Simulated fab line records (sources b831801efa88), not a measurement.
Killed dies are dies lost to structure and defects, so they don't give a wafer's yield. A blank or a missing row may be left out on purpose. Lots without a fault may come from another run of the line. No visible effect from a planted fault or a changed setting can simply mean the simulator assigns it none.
Comparing a struck lot with a sound one :: flow gf180mcu :: 43 out of 602 route steps
Sound: wafers L212.2, L212.5, L212.6. Struck: wafers L218.2, L218.4, L218.5. Last of all comes the cause.
Each step with rows lists, per side, the tool, then ch with its chambers, then its first start. Under that, the readings that differ: sound wafers :: struck wafers :: difference of the means :: sigmas: that difference in standard deviations of wafers without a fault.
alike: words and numbers the same on both sides, and readings whose means are apart by under 2 such deviations; not compared: readings that were withheld, readings missing a value for some wafer, numbers with overlapping values and no deviation given by the record, and bounds like >300 which may hide the same value.
The two part at a step that has a row with sigmas, a row that says differs or no value, or rows on one side only. Numbers that have no deviation but don't overlap get no sigmas and don't part them. A reading missing from all wafers of one side parts the sides only when that side holds two or more wafers.

GF_DUAL_GATE_THK_MEAS_03:
  struck on film-metro-03, day 9 09:37; sound on film-metro-01, day 7 16:51
  alike: DUAL_GATE_OXIDATION_00_THK
then, 7 steps without rows for these wafers: GF_DUAL_GATE_DEHYDRATE_04 (time 60 s); GF_DUAL_GATE_HMDS_05 (prime time 60 s); GF_DUAL_GATE_COAT_06 (resist thk 1000 nm); GF_DUAL_GATE_SOFTBAKE_07 (time 60 s); GF_DUAL_GATE_EXPOSE_08 (exposes mask Dualgate, target cd 700 nm); GF_DUAL_GATE_PEB_09; GF_DUAL_GATE_DEVELOP_10 (develop time 60 s).
GF_DUAL_GATE_OVL_MEAS_11:
  struck on overlay-02, day 10 02:21; sound on overlay-02, day 8 09:02
  alike: DUAL_GATE_OVL
then, 1 step without rows for these wafers: GF_DUAL_GATE_WET_ETCH_12 (etches SiO2 in dHF, target depth 13 nm, time 260 s).
GF_DUAL_GATE_STRIP_13: strips in O2/N2.
  sound on plasma-asher-03 ch 0,1, day 8 09:09; struck on plasma-asher-01 ch 0,1, day 10 02:28
  alike: drypump-motor-current-A, heater-power-w, o2-flow-sccm, oes-product-au, platen-temp-c, strip-time-to-endpoint-s
  not compared: rf-hours-counter-h
then, 1 step without rows for these wafers: GF_DUAL_GATE_CLEAN_14 (cleans in SC1/SC2, time 150 s).
GF_DUAL_GATE_OXIDATION_15: stabilise 600 s, purge 300 s, target thk 7.098 nm.
  sound on furnace-02 ch 0, day 8 09:46; struck on furnace-02 ch 0, day 10 02:37
then, 1 step without rows for these wafers: GF_POLY_GATE_CVD_00 (deposits poly-Si, target thk 200 nm, time 1200 s).
GF_POLY_GATE_THK_MEAS_01:
  struck on film-metro-04, day 10 05:31; sound on film-metro-02, day 8 12:40
  alike: POLY_GATE_CVD_00_THK
then, 8 steps without rows for these wafers: GF_POLY_GATE_DEHYDRATE_02 (time 60 s); GF_POLY_GATE_HMDS_03 (prime time 60 s); GF_POLY_GATE_COAT_04; GF_POLY_GATE_COAT_05 (resist thk 700 nm); GF_POLY_GATE_SOFTBAKE_06 (time 60 s); GF_POLY_GATE_EXPOSE_07 (exposes mask Poly2, target cd 280 nm); GF_POLY_GATE_PEB_08 (peb time 90 s); GF_POLY_GATE_DEVELOP_09 (develop time 60 s).
GF_POLY_GATE_CD_MEAS_10: the cd target is 280 nm.
  struck on cd-sem-01, day 11 00:20; sound on cd-sem-01, day 9 05:11
  alike: cd-nm
GF_POLY_GATE_OVL_MEAS_11:
  struck on overlay-02, day 11 00:27; sound on overlay-01, day 9 05:18
  alike: POLY_GATE_OVL
GF_POLY_GATE_ETCH_12: etches BARC in N2/H2.
  sound on rie-diel-04 ch 1,2,3, day 9 05:20; struck on rie-diel-02 ch 0,1,3, day 11 00:29
  alike: drypump-motor-current-A, oes-product-au, rf-fwd-power-W, throttle-valve-pct
GF_POLY_GATE_ETCH_13: etches poly-Si in HBr/Cl2, stops on SiO2, target depth 198.5 nm, time 69.6 s.
  sound on rie-si-02 ch 0,1,3, day 9 05:23; struck on rie-si-02 ch 0,1, day 11 00:32
  alike: drypump-motor-current-A, oes-product-au, rf-fwd-power-W, throttle-valve-pct
  not compared: rf-hours-counter-h
GF_POLY_GATE_STRIP_14: strips in O2/N2.
  sound on plasma-asher-01 ch 0,1, day 9 05:26; struck on plasma-asher-02 ch 0,1, day 11 00:35
reading: heater-power-w (W)
sound: 343 346 310
struck: 266 307 268
difference: -53
sigmas: -2
  alike: drypump-motor-current-A, o2-flow-sccm, oes-product-au, platen-temp-c
  not compared: rf-hours-counter-h
then, 2 steps without rows for these wafers: GF_POLY_GATE_CLEAN_15 (cleans in SC1/SC2, time 150 s); GF_POLY_GATE_OXIDATION_16 (stabilise 600 s, purge 300 s, target thk 4 nm).
GF_POLY_GATE_THK_MEAS_17:
  struck on film-metro-04, day 11 03:39; sound on film-metro-01, day 9 07:44
  alike: POLY_GATE_OXIDATION_THK
GF_POLY_GATE_CD_MEAS_18:
  struck on cd-sem-02, day 11 03:43; sound on cd-sem-01, day 9 07:52
  alike: cd-nm
then, 7 steps without rows for these wafers: GF_HV_LDD_DEHYDRATE_00 (time 60 s); GF_HV_LDD_HMDS_01 (prime time 60 s); GF_HV_LDD_COAT_02 (resist thk 1000 nm); GF_HV_LDD_SOFTBAKE_03 (time 60 s); GF_HV_LDD_EXPOSE_04 (exposes mask Nplus LV AREA, target cd 400 nm); GF_HV_LDD_PEB_05; GF_HV_LDD_DEVELOP_06 (develop time 60 s).
GF_HV_LDD_CD_MEAS_07: the cd target is 400 nm.
  struck on cd-sem-02, day 11 22:34; sound on cd-sem-01, day 10 01:32
  alike: cd-nm
GF_HV_LDD_OVL_MEAS_08:
  struck on overlay-01, day 11 22:40; sound on overlay-02, day 10 01:38
  alike: HV_LDD_OVL
after that, 1 step had no rows for these wafers: GF_HV_LDD_IMPLANT_09.
-- here the record skips 19 days between the struck wafers' starts before and after, leaving off in module HV_LDD and picking up in module PASSIVATION (first step shown: number 602 of the route) --
GF_PASSIVATION_PROBE_99:
  the record has rows for the struck wafers here (prober-01, day 30 22:07) and none for the sound ones

== WHERE THEY PART ==
At GF_POLY_GATE_STRIP_14 first; at GF_PASSIVATION_PROBE_99 last (within this record only).

WHY: what the simulator had put in
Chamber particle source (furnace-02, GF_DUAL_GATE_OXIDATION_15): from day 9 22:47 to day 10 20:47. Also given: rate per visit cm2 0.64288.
